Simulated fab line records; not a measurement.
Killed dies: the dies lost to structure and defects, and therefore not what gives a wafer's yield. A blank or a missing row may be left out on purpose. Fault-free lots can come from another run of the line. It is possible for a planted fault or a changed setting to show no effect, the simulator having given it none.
fab line records	flow sfqLine
record lots=6	wafers=16	lastDay=92
route steps=325 shown M0@32 I0@43 M1@58 I1@73 M8@325
lots untouched by any fault: they come from a run of this same line in which no faults occurred
startH: the number of hours between the record's first day and the start of the first shown wafer of the lot	waitH: hours since the lot's step before	" the same as in the row above	L1.1+2: a row that stands for several wafers	- either no value or no given start	* or withheld: withheld	< > ~ a bound
route shown NAME@n: names a module that has steps shown in the file, with the first one's number in the route	usual: mean/standard deviation taken from wafers without a fault	same: alike in all rows	chamber/n: place in a boat	sites: each site's reading	_std_site: the standard deviation of these	_edge_site: outer sites' mean less inner sites'	radiusMm: for every site, how far away it sits from the centre of the wafer	mask NAME#n: copy n	behind: the most recent tool/chamber to have shaped the wafer	hold: why the lot was held/for how many hours/how that ended	device: transistor that didn't switch, given as n, p or np	end of line: the tests these same wafers got at the end of their route	a step given without rows: its recipe and nothing more	killed: dies lost to structure and defects at the first sort, not the wafer's yield	map: shows each die of a wafer: x if killed, . if not, _ if none is there
set.NAME: the setting as run; set.NAME@STEP: as run at that earlier step	model.NAME: the simulator's own value behind a step, which no gauge read
lots seen at some steps along the route; tables by step, rows by wafer
services: the hour from which a tool's chamber was out of use, counted from the record's first day as startH (under 0 if before that day), plus the number of hours and why
## steps
# step SFQ_TRILAYER_M0_LITHO_COAT_026
# recipe resist=BARC	spinRpm=3000	resistThkNm=62
# step SFQ_TRILAYER_M0_LITHO_COAT_021
# recipe resist=KrF	spinRpm=3000	resistThkNm=600
# step SFQ_TRILAYER_M0_LITHO_SOFTBAKE_025
# recipe tempC=withheld	timeS=withheld	resist=KrF
# step SFQ_TRILAYER_M0_LITHO_EXPOSE_022
# recipe maskId=M0	na=0.6	sourceShape=conventional	sigmaOuter=0.65	targetCdNm=500	doseMj=14.4
# step SFQ_TRILAYER_M0_LITHO_PEB_024
# recipe pebTempC=115	pebTimeS=60	resist=KrF
# step SFQ_TRILAYER_M0_LITHO_DEVELOP_023
# recipe timeS=60	resist=KrF
# step SFQ_M0_OVL_MEAS_906
# usual M0_OVL=0/5.7
lot.wafer	tool	chamber	startH	waitH	M0_OVL[nm]
L970.2	overlay-01	-	303.49	0.1	3
L970.4	"	-	"	"	-7
L970.6	"	-	"	"	-9
L973.1	overlay-01	-	327.48	0.1	5
L973.2	"	-	"	"	-4
L973.6	"	-	"	"	-2
L975.4	overlay-01	-	343.10	0.1	2
L975.5	"	-	"	"	14
L977.2	overlay-01	-	358.80	0.1	-2
L977.5	"	-	"	"	-2
L985.1	overlay-01	-	431.91	0.1	-6
L985.5	"	-	"	"	-6
L985.6	"	-	"	"	-9
L987.1	overlay-02	-	446.23	0.1	3
L987.3	"	-	"	"	-2
L987.4	"	-	"	"	-7
# step SFQ_TRILAYER_M0_BARC_OPEN_METAL_ETCH_031
# recipe maskMaterial=PR	chemistry=O2	targetDepthNm=125	target=BARC	icpW=600	biasW=80	pressureMtorr=10	timeS=41.7
# step SFQ_TRILAYER_M0_ETCH_METAL_ETCH_024
# recipe target=Nb	stopOn=SiO2	maskMaterial=PR	chemistry=Cl2/Ar	targetDepthNm=240	icpW=600	biasW=80	pressureMtorr=10	timeS=120
# step SFQ_TRILAYER_M0_STRIP_STRIP_025
# recipe gas=O2	powerW=200	platenTempC=40	overashFraction=0.65	chemistry=O2	pressureMtorr=50
# usual drypumpMotorCurrentA=6.09/0.29	oesProductAu=1.001/0.0097
lot.wafer	tool	chamber	startH	waitH	drypumpMotorCurrentA	oesProductAu	rfHoursCounterH
L970.2	rieMetal-03	0	303.71	0.1	6.56	0.992	48
L970.4	"	1	"	"	5.71	1.004	-
L970.6	"	0	"	"	6.60	0.999	-
L973.1	rieMetal-02	0	327.71	0.1	6.24	0.994	83
L973.2	"	1	"	"	5.88	1.008	27
L973.6	"	1	"	"	5.91	1.018	-
L975.4	rieMetal-01	1	343.51	0.2	6.08	0.987	-
L975.5	"	0	"	"	5.97	1.008	-
L977.2	rieMetal-02	0	359.01	0.1	6.24	0.994	89
L977.5	"	1	"	"	5.87	1.012	-
L985.1	rieMetal-01	0	432.13	0.1	5.98	1.000	22
L985.5	"	0	"	"	5.95	1.004	-
L985.6	"	1	"	"	6.07	0.996	-
L987.1	rieMetal-02	0	446.45	0.1	6.25	0.995	100
L987.3	"	0	"	"	6.21	0.998	-
L987.4	"	1	"	"	5.91	0.987	-
# step SFQ_TRILAYER_M0_STRIP_SOLV_CLEAN_026
# recipe chemistry=NMP	tempC=70	timeS=600
# step SFQ_TRILAYER_I0_DEP_PECVD_027
# recipe material=SiO2	tempC=150	timeS=111.11	pressureTorr=2.4	rfW=183.3	precursor=SiH4/N2O	targetThkNm=500
# usual heaterPowerW=84/18	throttleValvePct=24.4/1.5
lot.wafer	tool	chamber	startH	waitH	heaterPowerW	throttleValvePct
L970.2	pecvd-03	0	304.48	0.0	105	22.3
L970.4	"	2	"	"	79	24.2
L970.6	"	1	"	"	122	22.7
L973.1	pecvd-02	2	328.50	0.0	84	26.1
L973.2	"	1	"	"	78	23.9
L973.6	"	1	"	"	80	24.3
L975.4	pecvd-04	1	344.12	0.0	69	26.3
L975.5	"	0	"	"	51	26.7
L977.2	pecvd-02	1	359.79	0.0	77	23.9
L977.5	"	1	"	"	80	23.6
L985.1	pecvd-03	2	432.90	0.0	88	25.1
L985.5	"	1	"	"	117	22.9
L985.6	"	2	"	"	91	25.0
L987.1	pecvd-03	2	447.23	0.0	85	25.0
L987.3	"	1	"	"	102	23.3
L987.4	"	2	"	"	91	24.7
# step SFQ_TRILAYER_I0_CMP_CMP_028
# recipe material=SiO2	downForcePsi=3	platenRpm=60	padVelocityMS=0.94248
# usual motorCurrentA=10.5/1.4	timeToEndpointS=215/8.2
lot.wafer	tool	chamber	startH	waitH	motorCurrentA	timeToEndpointS	model.SiO2_of_TRILAYER_I0_DEP_PECVD_027.thkNm
L970.4	cmp-02	1	305.56	1.0	12.8	233	201.4
L970.2	"	2	"	"	10.2	219	200
L970.6	"	0	307.06	2.5	9.0	227	200.7
L973.1	cmp-01	2	334.83	6.3	10.6	221	200.7
L973.2	"	1	336.33	7.8	11.4	220	200.6
L973.6	"	2	"	"	9.9	230	199.7
L975.4	cmp-01	2	351.01	6.8	9.8	219	199.6
L975.5	"	2	353.01	8.8	9.6	289	308.6
L977.2	cmp-01	0	364.01	4.2	9.9	196	198.5
L977.5	"	1	"	"	10.5	285	307.6
L985.1	cmp-01	3	433.98	1.0	9.9	202	198.5
L985.6	"	1	434.98	2.0	10.6	225	199.4
L985.5	"	2	"	"	9.6	219	199.3
L987.4	cmp-02	1	448.10	0.8	13.8	227	200
L987.1	"	2	"	"	10.5	219	200.3
L987.3	"	3	"	"	10.0	206	200.5
# step SFQ_I0_BOW_MEAS_907
# recipe mode=bow
# usual I0_BOW=2/7.2
lot.wafer	tool	chamber	startH	waitH	I0_BOW[um]
L970.2	filmMetro-02	-	307.58	1.0	2
L970.4	"	-	"	"	1
L970.6	"	-	"	"	17
L973.1	filmMetro-03	-	337.83	2.5	-10
L973.2	"	-	"	"	1
L973.6	"	-	"	"	0
L975.4	filmMetro-04	-	353.57	2.1	-8
L975.5	"	-	"	"	-5
L977.2	filmMetro-04	-	365.53	1.0	2
L977.5	"	-	"	"	-5
L985.1	filmMetro-02	-	435.98	1.5	-9
L985.5	"	-	"	"	6
L985.6	"	-	"	"	1
L987.1	filmMetro-04	-	451.10	2.0	-8
L987.3	"	-	"	"	1
L987.4	"	-	"	"	10
# step SFQ_TRILAYER_I0_METRO_MEASURE_029
# usual thkNm=199.7/1
lot.wafer	tool	chamber	startH	waitH	thkNm
L970.2	filmMetro-02	-	307.88	0.3	199.9
L970.4	"	-	"	"	201.4
L970.6	"	-	"	"	200.7
L973.1	filmMetro-03	-	337.95	0.1	200.6
L973.2	"	-	"	"	200.6
L973.6	"	-	"	"	199.6
L975.4	filmMetro-04	-	354.23	0.6	199.5
L975.5	"	-	"	"	308.4
L977.2	filmMetro-04	-	365.83	0.3	198.3
L977.5	"	-	"	"	307.8
L985.1	filmMetro-02	-	436.10	0.1	198.4
L985.5	"	-	"	"	199.4
L985.6	"	-	"	"	199.3
L987.1	filmMetro-04	-	451.22	0.1	200.2
L987.3	"	-	"	"	200.5
L987.4	"	-	"	"	200.0
# step SFQ_TRILAYER_I0_VIA_LITHO_COAT_036
# recipe resist=BARC	spinRpm=3000	resistThkNm=62
# step SFQ_TRILAYER_I0_VIA_LITHO_COAT_031
# recipe resist=KrF	spinRpm=3000	resistThkNm=650
# step SFQ_TRILAYER_I0_VIA_LITHO_SOFTBAKE_035
# recipe tempC=withheld	timeS=withheld	resist=KrF
# step SFQ_TRILAYER_I0_VIA_LITHO_EXPOSE_032
# recipe maskId=I0	na=0.6	sourceShape=conventional	sigmaOuter=0.65	targetCdNm=500	doseMj=21.3
# step SFQ_TRILAYER_I0_VIA_LITHO_PEB_034
# recipe pebTempC=115	pebTimeS=60	resist=KrF
# step SFQ_TRILAYER_I0_VIA_LITHO_DEVELOP_033
# recipe timeS=60	resist=KrF
# step SFQ_I0_OVL_MEAS_908
# usual I0_OVL=0/5.1
lot.wafer	tool	chamber	startH	waitH	I0_OVL[nm]
L970.2	overlay-01	-	440.44	0.1	-3
L970.4	"	-	"	"	2
L970.6	"	-	"	"	-3
L973.1	overlay-01	-	470.67	0.1	0
L973.2	"	-	"	"	4
L973.6	"	-	"	"	-2
L975.4	overlay-02	-	479.09	0.1	-1
L975.5	"	-	"	"	-4
L977.2	overlay-02	-	481.48	0.1	-3
L977.5	"	-	"	"	3
L985.1	overlay-01	-	491.07	0.1	5
L985.5	"	-	"	"	4
L985.6	"	-	"	"	4
L987.1	overlay-01	-	493.47	0.1	-2
L987.3	"	-	"	"	0
L987.4	"	-	"	"	-8
# step SFQ_TRILAYER_I0_VIA_BARC_OPEN_VIA_ETCH_046
# recipe maskMaterial=PR	chemistry=O2	targetDepthNm=125	target=BARC	sourceW=500	biasW=80	pressureMtorr=30	timeS=41.7
# step SFQ_TRILAYER_I0_VIA_ETCH_VIA_ETCH_034
# recipe target=SiO2	stopOn=Nb	maskMaterial=PR	taperDeg=20	chemistry=CHF3	targetDepthNm=260	sourceW=500	biasW=80	pressureMtorr=30	timeS=withheld
# usual biasW=80.01/0.23	drypumpMotorCurrentA=5.5/0.47	oesProductAu=0.853/0.0048
lot.wafer	tool	chamber	startH	waitH	biasW	drypumpMotorCurrentA	oesProductAu	model.etch.depthNm	model.I0.featureDepthNm
L970.2	rieDiel-02	1	440.51	0.0	79.57	5.0	0.858	200	200
L970.4	"	3	"	"	79.95	5.8	0.852	201.4	201.4
L970.6	"	2	"	"	79.78	5.0	0.849	200.7	200.7
L973.1	rieDiel-01	2	470.75	0.0	80.26	6.9	0.853	200.7	200.7
L973.2	"	1	"	"	79.83	5.5	0.855	200.6	200.6
L973.6	"	3	"	"	80.09	5.3	0.857	199.7	199.7
L975.4	rieDiel-04	1	479.15	0.0	80.30	5.3	0.849	199.6	199.6
L975.5	"	3	"	"	80.10	6.1	1.011	263	263
L977.2	rieDiel-02	2	481.55	0.0	79.48	5.0	0.857	198.5	198.5
L977.5	"	1	"	"	80.23	5.0	0.994	259.6	259.6
L985.1	rieDiel-04	0	491.15	0.0	80.05	5.7	0.853	198.5	198.5
L985.5	"	2	"	"	80.00	5.3	0.842	199.3	199.3
L985.6	"	1	"	"	79.95	5.3	0.858	199.4	199.4
L987.1	rieDiel-01	2	493.55	0.0	80.31	6.8	0.857	200.3	200.3
L987.3	"	0	"	"	80.23	5.6	0.854	200.5	200.5
L987.4	"	3	"	"	79.88	5.3	0.857	200	200
# step SFQ_TRILAYER_I0_VIA_STRIP_STRIP_035
# recipe gas=O2	powerW=200	platenTempC=40	overashFraction=0.65	chemistry=O2	pressureMtorr=50
# step SFQ_TRILAYER_I0_VIA_STRIP_SOLV_CLEAN_036
# recipe chemistry=NMP	tempC=70	timeS=600
# step SFQ_TRILAYER_M1_DEP_PRE_CLEAN_038
# recipe gas=Ar	timeS=22.5	biasV=250
lot.wafer	tool	chamber	startH	waitH	model.SiO2_of_TRILAYER_I0_DEP_PECVD_027.thkNm
L970.2	pvdSputter-04	-	441.39	0.0	192.5
L970.4	"	-	"	"	193.9
L970.6	"	-	"	"	193.2
L973.1	pvdSputter-05	-	471.65	0.0	193.2
L973.2	"	-	"	"	193.1
L973.6	"	-	"	"	192.2
L975.4	pvdSputter-05	-	480.21	0.0	192.1
L975.5	"	-	"	"	301.1
L977.2	pvdSputter-05	-	482.43	0.0	191
L977.5	"	-	"	"	300.1
L985.1	pvdSputter-05	-	492.21	0.0	191
L985.5	"	-	"	"	191.8
L985.6	"	-	"	"	191.9
L987.1	pvdSputter-03	-	494.61	0.0	192.8
L987.3	"	-	"	"	193
L987.4	"	-	"	"	192.5
# step SFQ_TRILAYER_M1_DEP_SPUTTER_037
# recipe material=Nb	basePressurePa=1.33e-06	chamberPressurePa=0.1333	substrateTempC=20	resputterCathodeVoltageV=400	targetThkNm=200	powerW=2000	timeS=133.3
# usual throttleValvePct=29.8/0.7
lot.wafer	tool	chamber	startH	waitH	throttleValvePct
L970.2	pvdSputter-04	-	441.42	0.0	31.4
L970.4	"	-	"	"	30.5
L970.6	"	-	"	"	29.3
L973.1	pvdSputter-05	-	471.68	0.0	29.6
L973.2	"	-	"	"	30.0
L973.6	"	-	"	"	29.9
L975.4	pvdSputter-05	-	480.24	0.0	29.7
L975.5	"	-	"	"	28.7
L977.2	pvdSputter-05	-	482.46	0.0	29.8
L977.5	"	-	"	"	28.6
L985.1	pvdSputter-05	-	492.24	0.0	30.2
L985.5	"	-	"	"	29.9
L985.6	"	-	"	"	30.3
L987.1	pvdSputter-03	-	494.64	0.0	28.9
L987.3	"	-	"	"	30.0
L987.4	"	-	"	"	30.9
# step SFQ_M1_RS_MEAS_909
# recipe thkMeasGauge=four-point-probe	reads=Nb_of_TRILAYER_M1_DEP_SPUTTER_037
# usual M1_NB_RS=0.889/0.011
lot.wafer	tool	chamber	startH	waitH	M1_NB_RS[ohm/sq]
L970.2	filmMetro-01	-	441.53	0.1	0.897
L970.4	"	-	"	"	0.907
L970.6	"	-	"	"	0.882
L973.1	filmMetro-03	-	471.77	0.0	0.899
L973.2	"	-	"	"	0.886
L973.6	"	-	"	"	0.884
L975.4	filmMetro-04	-	480.39	0.1	0.899
L975.5	"	-	"	"	0.887
L977.2	filmMetro-04	-	482.57	0.1	0.907
L977.5	"	-	"	"	0.890
L985.1	filmMetro-04	-	492.33	0.0	0.885
L985.5	"	-	"	"	0.904
L985.6	"	-	"	"	0.878
L987.1	filmMetro-03	-	494.73	0.0	0.887
L987.3	"	-	"	"	0.868
L987.4	"	-	"	"	0.887
# step SFQ_TRILAYER_M1_LITHO_COAT_044
# recipe resist=BARC	spinRpm=3000	resistThkNm=62
# step SFQ_TRILAYER_M1_LITHO_COAT_039
# recipe resist=KrF	spinRpm=3000	resistThkNm=600
# step SFQ_TRILAYER_M1_LITHO_SOFTBAKE_043
# recipe tempC=withheld	timeS=withheld	resist=KrF
# step SFQ_TRILAYER_M1_LITHO_EXPOSE_040
# recipe maskId=M1	na=0.6	sourceShape=conventional	sigmaOuter=0.65	targetCdNm=500	doseMj=14.4
# step SFQ_TRILAYER_M1_LITHO_PEB_042
# recipe pebTempC=115	pebTimeS=60	resist=KrF
# step SFQ_TRILAYER_M1_LITHO_DEVELOP_041
# recipe timeS=60	resist=KrF
# step SFQ_M1_OVL_MEAS_911
# usual M1_OVL=0/5
lot.wafer	tool	chamber	startH	waitH	M1_OVL[nm]
L970.2	overlay-01	-	583.85	0.1	6
L970.4	"	-	"	"	8
L970.6	"	-	"	"	2
L973.1	overlay-02	-	608.49	0.1	5
L973.2	"	-	"	"	5
L973.6	"	-	"	"	6
L975.4	overlay-01	-	617.03	0.1	-9
L975.5	"	-	"	"	-2
L977.2	overlay-01	-	619.42	0.1	-7
L977.5	"	-	"	"	0
L985.1	overlay-01	-	635.14	0.1	2
L985.5	"	-	"	"	-2
L985.6	"	-	"	"	0
L987.1	overlay-02	-	641.14	0.1	-3
L987.3	"	-	"	"	3
L987.4	"	-	"	"	3
# step SFQ_TRILAYER_M1_BARC_OPEN_METAL_ETCH_054
# recipe maskMaterial=PR	chemistry=O2	targetDepthNm=125	target=BARC	icpW=600	biasW=80	pressureMtorr=10	timeS=41.7
# step SFQ_TRILAYER_M1_ETCH_METAL_ETCH_042
# recipe target=Nb	stopOn=SiO2	maskMaterial=PR	chemistry=Cl2/Ar	targetDepthNm=240	icpW=600	biasW=80	pressureMtorr=10	timeS=120
# usual biasW=80.01/0.24	drypumpMotorCurrentA=6.1/0.49	oesProductAu=0.895/0.0077
lot.wafer	tool	chamber	startH	waitH	biasW	drypumpMotorCurrentA	oesProductAu	rfHoursCounterH
L970.2	rieMetal-03	1	583.94	0.0	80.28	5.7	0.888	82
L970.4	"	0	"	"	79.61	6.6	0.882	-
L970.6	"	0	"	"	79.81	6.6	0.896	-
L973.1	rieMetal-04	0	608.58	0.0	80.12	6.5	0.888	93
L973.2	"	1	"	"	80.07	5.2	0.899	86
L973.6	"	1	"	"	80.01	5.2	0.900	-
L975.4	rieMetal-03	0	617.15	0.1	80.01	6.6	0.887	-
L975.5	"	1	"	"	79.81	5.7	0.894	-
L977.2	rieMetal-02	0	619.51	0.0	80.01	6.2	0.883	125
L977.5	"	1	"	"	79.84	5.9	0.897	-
L985.1	rieMetal-04	1	635.23	0.0	80.18	5.1	0.900	90
L985.5	"	0	"	"	79.76	6.4	0.891	-
L985.6	"	1	"	"	79.97	5.2	0.902	-
L987.1	rieMetal-03	0	641.29	0.1	79.91	6.6	0.899	100
L987.3	"	0	"	"	79.69	6.6	0.907	-
L987.4	"	0	"	"	80.05	6.6	0.899	-
# step SFQ_TRILAYER_M1_STRIP_STRIP_043
# recipe gas=O2	powerW=200	platenTempC=40	overashFraction=0.65	chemistry=O2	pressureMtorr=50
# usual drypumpMotorCurrentA=6.1/0.49	oesProductAu=1.000/0.008
lot.wafer	tool	chamber	startH	waitH	drypumpMotorCurrentA	oesProductAu	rfHoursCounterH
L970.2	rieMetal-03	1	584.06	0.1	5.7	0.993	83
L970.4	"	0	"	"	6.6	0.989	-
L970.6	"	0	"	"	6.6	0.995	-
L973.1	rieMetal-04	0	608.71	0.1	6.4	0.999	94
L973.2	"	1	"	"	5.1	1.003	86
L973.6	"	1	"	"	5.1	0.997	-
L975.4	rieMetal-03	0	617.43	0.2	6.6	0.994	-
L975.5	"	1	"	"	5.7	0.997	-
L977.2	rieMetal-02	0	619.63	0.1	6.2	1.001	125
L977.5	"	1	"	"	5.9	1.006	-
L985.1	rieMetal-04	1	635.36	0.1	5.1	0.994	90
L985.5	"	0	"	"	6.4	1.000	-
L985.6	"	1	"	"	5.1	0.999	-
L987.1	rieMetal-03	0	641.54	0.2	6.6	1.004	100
L987.3	"	0	"	"	6.6	1.003	-
L987.4	"	0	"	"	6.6	1.000	-
# step SFQ_TRILAYER_M1_STRIP_SOLV_CLEAN_044
# recipe chemistry=NMP	tempC=70	timeS=600
# step SFQ_TRILAYER_I1_DEP_PECVD_045
# recipe material=SiO2	tempC=150	timeS=111.11	pressureTorr=2.4	rfW=183.3	precursor=SiH4/N2O	targetThkNm=500
# step SFQ_M8_BOW_MEAS_951
# recipe mode=bow
# usual M8_BOW=8/13
lot.wafer	tool	chamber	startH	waitH	M8_BOW[um]	model.etest.i0.linkOhm
L970.2	filmMetro-03	-	1921.72	0.0	11	1.96
L970.4	"	-	"	"	11	1.977
L970.6	"	-	"	"	26	1.954
L973.1	filmMetro-04	-	1933.99	0.0	-14	1.957
L973.2	"	-	"	"	-3	1.954
L973.6	"	-	"	"	-4	1.942
L975.4	filmMetro-03	-	1938.81	0.1	13	1.985
L975.5	"	-	"	"	15	1e+06
L977.2	filmMetro-02	-	1945.70	0.0	-3	1.988
L977.5	"	-	"	"	-10	1e+06
L985.1	filmMetro-02	-	2205.34	0.0	-10	1.961
L985.5	"	-	"	"	6	1.992
L985.6	"	-	"	"	1	1.953
L987.1	filmMetro-03	-	2212.09	0.0	-10	1.942
L987.3	"	-	"	"	0	1.938
L987.4	"	-	"	"	9	1.958
## services
tool	chamber	startH	hours	kind
cmp-01	-	305.16	11.7	pm
cmp-01	-	324.94	0.2	repair
rieMetal-04	-	336.13	1.4	pm
pvdSputter-05	-	364.57	6.3	repair
pvdSputter-05	-	369.30	2.3	repair
filmMetro-04	-	399.45	0.7	pm
cmp-01	-	414.44	1.6	repair
pecvd-03	-	431.44	0.8	repair
rieMetal-02	0	472.82	1.9	repair
rieMetal-04	-	494.69	0.6	repair
rieMetal-03	-	503.96	1.4	pm
rieMetal-02	1	523.75	10.2	repair
cmp-01	-	543.16	2.0	repair
cmp-01	-	563.00	7.4	pm
cmp-01	-	567.55	2.3	repair
rieMetal-02	0	567.94	16.1	repair
cmp-01	-	573.42	5.6	pm
rieMetal-02	-	578.56	2.8	pm
cmp-01	-	579.01	4.0	pm
pvdSputter-05	-	597.26	3.6	repair
pecvd-03	-	599.22	2.4	repair
rieMetal-03	1	620.79	26.3	repair
rieMetal-02	1	625.76	4.1	repair
rieMetal-04	0	638.15	20.5	repair
## key
firstSign step=SFQ_TRILAYER_I0_CMP_CMP_028	reading=timeToEndpointS	direction=up	sigmas=8.8	usual=*	struck=*
effect step=SFQ_TRILAYER_I0_METRO_MEASURE_029	reading=thkNm	direction=up	sigmas=99+	usual=199.7	struck=308.1
effect step=SFQ_TRILAYER_I0_VIA_ETCH_VIA_ETCH_034	reading=oesProductAu	direction=up	sigmas=31	usual=0.853	struck=1.003
modelEffect step=SFQ_TRILAYER_I0_CMP_CMP_028	value=SiO2_of_TRILAYER_I0_DEP_PECVD_027.thkNm	without=200.1	struck=308.1
modelEffect step=SFQ_TRILAYER_I0_VIA_ETCH_VIA_ETCH_034	value=etch.depthNm	without=200.1	struck=261.3
modelEffect step=SFQ_TRILAYER_M1_DEP_PRE_CLEAN_038	value=SiO2_of_TRILAYER_I0_DEP_PECVD_027.thkNm	without=192.6	struck=300.6
modelEffect step=SFQ_M8_BOW_MEAS_951	value=etest.i0.linkOhm	without=1.971	struck=1e+06
metAt SFQ_TRILAYER_I0_CMP_CMP_028
struckWafers L975.5,L977.5
onsetBetween 334.83 351.01
fault kind=processParameterDrift	tool=cmp-01	chamber=-	onsetH=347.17	steps=SFQ_TRILAYER_I0_CMP_CMP_028	channel=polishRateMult	offset=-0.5	shape=step	endH=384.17	scope=struckWafersOnly
